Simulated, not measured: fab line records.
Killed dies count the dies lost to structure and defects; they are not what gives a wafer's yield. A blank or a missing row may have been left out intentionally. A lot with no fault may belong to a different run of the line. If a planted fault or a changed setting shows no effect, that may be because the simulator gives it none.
The tool behind it: which one? -- flow sky130 -- 13 lots with 39 wafers sampled at 3 steps, on a route of 708 steps

WHAT EACH GAUGE READ, for each wafer
SKY_POLY_CUT_CD_MEAS_08: the cd target is 270 nm. Usual: 270.1 nm for cd nm, sd 1.2.
lot,measured,on,cd nm (nm),flag
L323,day 24 12:07,cd sem-01,271.8 270.7 270.6,
L324,day 24 12:25,cd sem-02,268.6 269.2 270.5,
L325,day 25 02:07,cd sem-02,269.2 270.8 267.7,
L326,day 25 07:05,cd sem-02,267.2 267.8 268.0,
L328,day 26 15:46,cd sem-02,269.2 269.3 268.6,
L331,day 27 02:40,cd sem-02,271.1 270.8 270.4,
L332,day 27 17:31,cd sem-02,266.7 268.0 269.3,
L333,day 27 19:05,cd sem-01,269.3 269.5 269.0,
L335,day 28 14:08,cd sem-01,270.0 270.4 269.0,
L334,day 28 18:01,cd sem-02,270.0 269.0 270.3,
L337,day 29 14:07,cd sem-02,271.3 271.5 270.6,
L336,day 29 14:25,cd sem-01,270.2 271.9 270.0,
L345,day 31 19:50,cd sem-01,273.1 270.7 272.4,

SKY_LI_CONTACT_BOW_MEAS_03. Usual: for LI_CONTACT_BOW the level is 56 um and the standard deviation is 7.
lot,measured,on,LI_CONTACT_BOW (um),flag
L323,day 28 06:23,film metro-01,50 43 60,
L324,day 28 06:52,film metro-02,61 58 52,
L325,day 28 18:37,film metro-01,55 56 42,
L326,day 28 22:58,film metro-02,52 60 58,
L328,day 30 07:01,film metro-01,64 61 63,
L331,day 30 17:57,film metro-02,54 52 51,
L332,day 31 07:24,film metro-02,54 68 65,
L333,day 31 08:50,film metro-01,61 51 45,
L335,day 32 05:11,film metro-01,53 61 55,
L334,day 32 06:46,film metro-01,49 65 58,
L337,day 33 02:49,film metro-01,55 71 46,
L336,day 33 03:07,film metro-04,50 55 46,
L345,day 35 22:01,film metro-04,54 51 38,

WHAT TOOL EACH LOT RAN ON (gives the tool, then ch and the chambers of the sampled wafers, and finally the start)
lot,SKY_RES_XHIGH_EXPOSE_04
L323,"iline stepper-02 ch 0, day 26 08:56"
L324,"iline stepper-01 ch 0, day 26 09:22"
L325,"iline stepper-01 ch 0, day 26 22:46"
L326,"iline stepper-01 ch 0, day 27 02:19"
L328,"iline stepper-01 ch 0, day 28 10:35"
L331,"iline stepper-01 ch 0, day 28 21:53"
L332,"iline stepper-01 ch 0, day 29 12:35"
L333,"iline stepper-02 ch 0, day 29 14:14"
L335,"iline stepper-02 ch 0, day 30 10:06"
L334,"iline stepper-01 ch 0, day 30 12:59"
L337,"iline stepper-01 ch 0, day 31 08:02"
L336,"iline stepper-01 ch 0, day 31 08:59"
L345,"iline stepper-01 ch 0, day 33 12:17"
- SKY_RES_XHIGH_EXPOSE_04: exposes mask URPM, target cd 1270 nm.

AS READ BY THE TOOLS THEMSELVES (means over the sampled wafers that have a number; for cases with no such wafer, the mark the record gives instead)
SKY_RES_XHIGH_EXPOSE_04. Usual: exposure dose mJ cm2 139.98, standard deviation 0.15; stage vel mm s 499.98 mm/s, standard deviation 0.21.
lot,tool,exposure dose mJ cm2,stage vel mm s (mm/s),flag
L323,iline stepper-02,140.00,499.83,
L324,iline stepper-01,139.96,500.06,
L325,iline stepper-01,140.14,500.18,
L326,iline stepper-01,139.92,499.93,
L328,iline stepper-01,140.02,500.45,
L331,iline stepper-01,139.83,499.92,
L332,iline stepper-01,140.03,499.91,
L333,iline stepper-02,139.91,500.07,
L335,iline stepper-02,139.74,499.84,
L334,iline stepper-01,139.76,499.70,
L337,iline stepper-01,139.94,499.94,
L336,iline stepper-01,132.38,499.92,OFF
L345,iline stepper-01,132.34,500.02,OFF

THE ANSWER, worked out from the rows above alone
Rule: take the mean of a lot's wafers that have a number; if it is more than 3 standard deviations from the usual mean, the lot is off. A lot without any number at a reading at which 4 lots or more have one is off too. The other lots that the step has rows for count as sound. Order of review: gauges by route order, followed by the tools' own readings, for which a lot's mean as printed above is used. The first step at which some lot is off is used, and at that step the reading that is off furthest; a lot without a number counts as furthest.
Off: L336, L345, at SKY_RES_XHIGH_EXPOSE_04 (exposure dose mJ cm2).
A tool fits if, at that step or a process step before it, it ran every lot that is off, and no sound lot after the first of them. One candidate fits, namely iline stepper-01 at SKY_RES_XHIGH_EXPOSE_04. A fault onset in the window from L337 (day 31 08:02, its last sound lot) to L336 (day 31 08:59, its first lot off) fits.
On the lots that are off, the tool's own readings at SKY_RES_XHIGH_EXPOSE_04 differ by more than 5 times the standard deviation of the sound lots' means, which bears it out; exposure dose mJ cm2 reads 132.36 there versus 139.93 on the sound lots.

WHAT THE SIMULATOR HAD INSERTED
Process parameter drift: iline stepper-01, from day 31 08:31 on, at SKY_RES_XHIGH_EXPOSE_04. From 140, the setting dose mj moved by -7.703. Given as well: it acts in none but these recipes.
Lots struck among those shown: L336, L345. The same result came from the rule above.
